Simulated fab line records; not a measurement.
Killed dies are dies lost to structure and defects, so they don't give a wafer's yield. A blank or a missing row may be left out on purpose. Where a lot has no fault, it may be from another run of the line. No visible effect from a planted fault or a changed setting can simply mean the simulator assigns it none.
Which of the tools did it?    flow gf180mcu    14 lots with 41 wafers sampled at 5 steps, on a route of 602 steps

## WHAT THE GAUGES SHOWED, per wafer
GF_CONTACT_CD_MEAS_14: the cd target is 220 nm. Usual: cd_nm 220.4 nm, standard deviation 1.2.
lot   measured      on         cd_nm (nm)         flag
L841  day 16 04:47  cd_sem-02  222.0 221.2 221.7  
L842  day 16 17:18  cd_sem-02  220.9 221.8 221.1  
L843  day 17 10:29  cd_sem-01  221.8 220.6 220.2  
L844  day 18 00:36  cd_sem-02  220.4 221.6 220.8  
L845  day 18 01:47  cd_sem-02  220.9 221.0 220.8  
L847  day 18 23:07  cd_sem-02  220.7 219.0 218.3  
L848  day 19 07:42  cd_sem-02  219.1 218.3 218.9  
L849  day 19 16:32  cd_sem-01  220.5 219.2 221.3  
L850  day 20 00:24  cd_sem-01  223.2 221.9 222.3  
L851  day 20 08:24  cd_sem-02  220.7 221.0 220.1  
L852  day 20 16:36  cd_sem-02  218.3 220.3 219.7  
L854  day 21 06:34  cd_sem-02  217.9 218.8        
L862  day 24 00:26  cd_sem-01  247.1 247.8 246.5  OFF
L863  day 24 12:23  cd_sem-02  242.2 242.4 241.0  OFF

GF_CONTACT_OVL_MEAS_15. Usual: CONTACT_OVL gives 1 nm (standard deviation 4.8).
lot   measured      on          CONTACT_OVL (nm)  flag
L841  day 16 04:52  overlay-01  5 4 -1            
L842  day 16 17:25  overlay-01  1 1 4             
L843  day 17 10:37  overlay-01  -4 0 -5           
L844  day 18 00:43  overlay-02  -3 -3 -1          
L845  day 18 01:52  overlay-01  9 5 -1            
L847  day 18 23:14  overlay-01  2 5 3             
L848  day 19 07:49  overlay-02  -8 -1 -10         
L849  day 19 16:40  overlay-01  8 4 0             
L850  day 20 00:31  overlay-01  5 7 10            
L851  day 20 08:31  overlay-02  -5 1 -9           
L852  day 20 16:43  overlay-01  2 5 4             
L854  day 21 06:40  overlay-01  2 -7              
L862  day 24 00:32  overlay-01  -2 2 2            
L863  day 24 12:30  overlay-01  -1 -5 3           

## WHAT TOOL EACH LOT RAN ON (gives the tool, then ch and the chambers of the sampled wafers, and finally the start)
lot   GF_SALICIDE_RTA_06                GF_CONTACT_CVD_02                GF_CONTACT_EXPOSE_11
L841  rtp_anneal-01 ch 0, day 15 05:51  pecvd-02 ch 1,2, day 15 06:16    krf_scanner-02 ch 0, day 15 18:11
L842  rtp_anneal-02 ch 0, day 15 17:46  pecvd-01 ch 0,2, day 15 18:10    krf_scanner-01 ch 0, day 16 05:58
L843  rtp_anneal-02 ch 0, day 16 10:22  pecvd-04 ch 0,1,2, day 16 10:52  krf_scanner-01 ch 0, day 16 23:08
L844  rtp_anneal-01 ch 0, day 16 21:23  pecvd-01 ch 0,1, day 16 21:47    krf_scanner-01 ch 0, day 17 12:48
L845  rtp_anneal-01 ch 0, day 16 22:31  pecvd-04 ch 1,2, day 16 22:52    krf_scanner-01 ch 0, day 17 13:40
L847  rtp_anneal-01 ch 0, day 17 21:50  pecvd-02 ch 2, day 17 22:13      krf_scanner-01 ch 0, day 18 10:42
L848  rtp_anneal-02 ch 0, day 18 05:47  pecvd-02 ch 1,2, day 18 06:16    krf_scanner-02 ch 0, day 18 19:32
L849  rtp_anneal-01 ch 0, day 18 14:38  pecvd-04 ch 0,1,2, day 18 15:02  krf_scanner-02 ch 0, day 19 04:24
L850  rtp_anneal-02 ch 0, day 18 22:43  pecvd-04 ch 0,1,2, day 18 23:07  krf_scanner-01 ch 0, day 19 12:02
L851  rtp_anneal-01 ch 0, day 19 06:14  pecvd-01 ch 0,1,2, day 19 06:38  krf_scanner-02 ch 0, day 19 20:11
L852  rtp_anneal-02 ch 0, day 19 14:02  pecvd-02 ch 0,1,2, day 19 14:32  krf_scanner-01 ch 0, day 20 04:22
L854  rtp_anneal-01 ch 0, day 20 05:19  pecvd-02 ch 0,2, day 20 05:41    krf_scanner-01 ch 0, day 20 18:19
L862  rtp_anneal-01 ch 0, day 23 00:40  pecvd-02 ch 1,2, day 23 01:02    krf_scanner-02 ch 0, day 23 13:07
L863  rtp_anneal-01 ch 0, day 23 13:01  pecvd-04 ch 1,2, day 23 13:25    krf_scanner-02 ch 0, day 24 01:30
- GF_SALICIDE_RTA_06: time 30 s.
- GF_CONTACT_CVD_02: deposits SiO2 from TEOS, target thk 860 nm, time 95.992 s.
- GF_CONTACT_EXPOSE_11: exposes mask Contact, target cd 220 nm.

## WHAT THE TOOLS THEMSELVES READ (means of the sampled wafers that have a number; where no wafer has one, the mark that the record gives instead)
GF_SALICIDE_RTA_06. Usual: lamp_power_pct 6.1 %, standard deviation 0.75; wafer_temp_C_max 532.5, standard deviation 0.86.
lot   tool           lamp_power_pct (%)  wafer_temp_C_max  flag
L841  rtp_anneal-01  5.5                 532.0             
L842  rtp_anneal-02  7.0                 533.3             
L843  rtp_anneal-02  7.0                 534.0             
L844  rtp_anneal-01  5.5                 531.6             
L845  rtp_anneal-01  5.5                 532.0             
L847  rtp_anneal-01  5.5                 531.9             
L848  rtp_anneal-02  7.0                 533.3             
L849  rtp_anneal-01  5.5                 532.0             
L850  rtp_anneal-02  7.0                 533.3             
L851  rtp_anneal-01  5.5                 531.6             
L852  rtp_anneal-02  7.0                 533.0             
L854  rtp_anneal-01  5.5                 531.6             
L862  rtp_anneal-01  5.5                 532.0             
L863  rtp_anneal-01  5.5                 532.2             

GF_CONTACT_CVD_02. Usual: heater_power_w 667 W, standard deviation 110; susceptor_temp_C 399.97 C, standard deviation 0.22.
lot   tool      heater_power_w (W)  susceptor_temp_C (C)  flag
L841  pecvd-02  723                 400.12                
L842  pecvd-01  736                 400.07                
L843  pecvd-04  713                 399.84                
L844  pecvd-01  704                 399.94                
L845  pecvd-04  699                 399.97                
L847  pecvd-02  749                 400.09                
L848  pecvd-02  649                 399.82                
L849  pecvd-04  707                 400.00                
L850  pecvd-04  638                 400.06                
L851  pecvd-01  693                 400.03                
L852  pecvd-02  662                 400.18                
L854  pecvd-02  686                 399.75                
L862  pecvd-02  625                 399.71                
L863  pecvd-04  677                 400.10                

GF_CONTACT_EXPOSE_11. Usual: exposure_dose_mJ_cm2 38.00, standard deviation 0.036.
lot   tool            exposure_dose_mJ_cm2  flag
L841  krf_scanner-02  37.97                 
L842  krf_scanner-01  38.00                 
L843  krf_scanner-01  37.99                 
L844  krf_scanner-01  37.96                 
L845  krf_scanner-01  37.98                 
L847  krf_scanner-01  38.00                 
L848  krf_scanner-02  37.99                 
L849  krf_scanner-02  38.02                 
L850  krf_scanner-01  37.97                 
L851  krf_scanner-02  38.05                 
L852  krf_scanner-01  38.02                 
L854  krf_scanner-01  37.97                 
L862  krf_scanner-02  44.81                 OFF
L863  krf_scanner-02  43.50                 OFF

## THE ANSWER, worked out from the rows above alone
Rule: a lot is off if the mean of its wafers that have a number lies more than 3 standard deviations from the usual mean. Also off: a lot with no number at a reading for which 4 or more lots have one. All remaining lots with rows at the step are treated as sound. First the gauges in route order, then the tools' own readings, where a lot's mean is used as printed above. At the first step where some lot is off, the reading lying furthest off is the one used; lots without a number count as furthest.
Off: L862, L863, at GF_CONTACT_CD_MEAS_14 (cd_nm).
A tool fits if, at a process step before that reading, it ran every lot that is off, and no sound lot after the first of them. The gauges at GF_CONTACT_CD_MEAS_14 aren't tried: what is off there is off at GF_CONTACT_EXPOSE_11 too, on other tools, and a gauge's error can't cause that. 2 tools fit, rtp_anneal-01 at GF_SALICIDE_RTA_06 and krf_scanner-02 at GF_CONTACT_EXPOSE_11, so this cannot tell which one it is.

## WHAT HAD BEEN PUT IN BY THE SIMULATOR
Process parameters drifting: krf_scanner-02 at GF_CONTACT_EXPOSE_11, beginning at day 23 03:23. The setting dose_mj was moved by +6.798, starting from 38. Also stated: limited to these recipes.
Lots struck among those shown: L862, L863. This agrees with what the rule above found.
